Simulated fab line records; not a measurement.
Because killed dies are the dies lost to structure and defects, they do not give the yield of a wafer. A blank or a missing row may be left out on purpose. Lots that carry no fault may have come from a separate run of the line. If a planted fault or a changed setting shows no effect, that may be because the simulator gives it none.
Struck lot and sound lot, side by side | flow sky130 | 17 steps out of a route of 708
Sound: these wafers, L545.1, L545.4, L545.6. The struck wafers were L559.1, L559.2, L559.5. The cause comes at the end.
Order at every step that has rows: each side's tool, ch and its chambers, its first start. Under that, the readings that differ: sound wafers | struck wafers | difference of the means | sigmas: that difference in standard deviations of wafers without a fault.
alike: same words and numbers on both sides, and readings whose means sit less than 2 such deviations apart. not compared: any withheld reading, any reading some wafer has no value for, any bound like >300 that may hide the same value, and any number with overlapping values for which the record gives no deviation.
Wherever a step has rows on one side only, a row that says differs or no value, or a row with sigmas, the two part there. Numbers that don't overlap but have no deviation are shown without sigmas and don't part them. Lack of a reading on every wafer of one side parts them only where that side has two or more wafers.

first, 3 steps without rows for these wafers: SKY_SONOS_ONO_WET_ETCH_18 (etches Si3N4 in H3PO4, target depth 15 nm, time 172 s); SKY_GATE_OXIDE_CLEAN_00 (cleans in SC1/SC2, time 150 s); SKY_GATE_OXIDE_OXIDATION_01 (stabilise 600 s, purge 300 s, target thk 10.268 nm).
SKY_GATE_OXIDE_THK_MEAS_02:
  sound: filmMetro-02 at day 13 17:46; struck: filmMetro-02 at day 18 17:17
  alike: GATE_OXIDE_OXIDATION_00_THK
then, 7 steps without rows for these wafers: SKY_GATE_OXIDE_DEHYDRATE_03 (time 60 s); SKY_GATE_OXIDE_HMDS_04 (prime time 60 s); SKY_GATE_OXIDE_COAT_05 (resist thk 1140 nm); SKY_GATE_OXIDE_SOFTBAKE_06 (time 60 s); SKY_GATE_OXIDE_EXPOSE_07 (exposes mask LVOM, target cd 600 nm); SKY_GATE_OXIDE_PEB_08; SKY_GATE_OXIDE_DEVELOP_09 (develop time 60 s).
SKY_GATE_OXIDE_OVL_MEAS_10:
  sound: overlay-02 at day 14 19:44; struck: overlay-02 at day 19 23:47
  alike: GATE_OXIDE_OVL
SKY_GATE_OXIDE_IMPLANT_11:
  sound on implanter-02 ch 0, day 14 19:46; struck on implanter-03 ch 0, day 19 23:49
reading          | sound                         | struck                        | difference | sigmas
doseIonsCm2      | 2.596e+12 2.601e+12 2.597e+12 | 3.729e+12 3.729e+12 3.726e+12 | +1.130e+12 | +99 or more
faradayCurrentUA | 14.63 14.37 14.42             | 20.72 20.55 20.47             | +6.11      | +21
  alike: beamEnergyKeV
then, 1 step without rows for these wafers: SKY_GATE_OXIDE_WET_ETCH_12 (etches SiO2 in dHF, target depth 16.8 nm, time 336 s).
SKY_GATE_OXIDE_STRIP_13: strips in O2/N2.
  sound on plasmaAsher-04 ch 0,1, day 14 20:02; struck on plasmaAsher-03 ch 0,1, day 20 00:11
  alike: drypumpMotorCurrentA, oesProductAu, stripTimeToEndpointS
  not compared: rfHoursCounterH
SKY_GATE_OXIDE_TW_MEAS_14:
  sound: filmMetro-03 at day 14 20:08; struck: filmMetro-03 at day 20 00:34
reading       | sound       | struck      | difference | sigmas
GATE_OXIDE_TW | 220 220 220 | 243 243 243 | +23        | +7
  not compared: hold
-- the record jumps here: 30 days lie between the struck wafers' starts before and after (it left off in module GATE_OXIDE and takes up again in module PAD_OPEN, whose first step shown is number 708 of the route) --
SKY_PAD_OPEN_PROBE_99:
  sound: prober-01 at day 46 18:14; struck: prober-02 at day 49 23:29
reading | sound | struck                                                                  | difference                   | sigmas
hold    | - - - | awaitDispo/2.1h/release awaitDispo/2.1h/release awaitDispo/2.1h/release | no value on the sound wafers | 
  alike: killed_at_M0_to_M3, killed_at_M4_up, killedAtContacts, killedAtFrontEnd, killedAtOther, killedDies, killedOpen, killedShort

== WHERE THEY PART ==
At SKY_GATE_OXIDE_IMPLANT_11 first; at SKY_PAD_OPEN_PROBE_99 last (within this record only).

WHY: whatever the simulator had introduced
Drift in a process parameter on implanter-03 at SKY_GATE_OXIDE_IMPLANT_11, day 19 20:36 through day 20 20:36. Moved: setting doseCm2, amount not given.
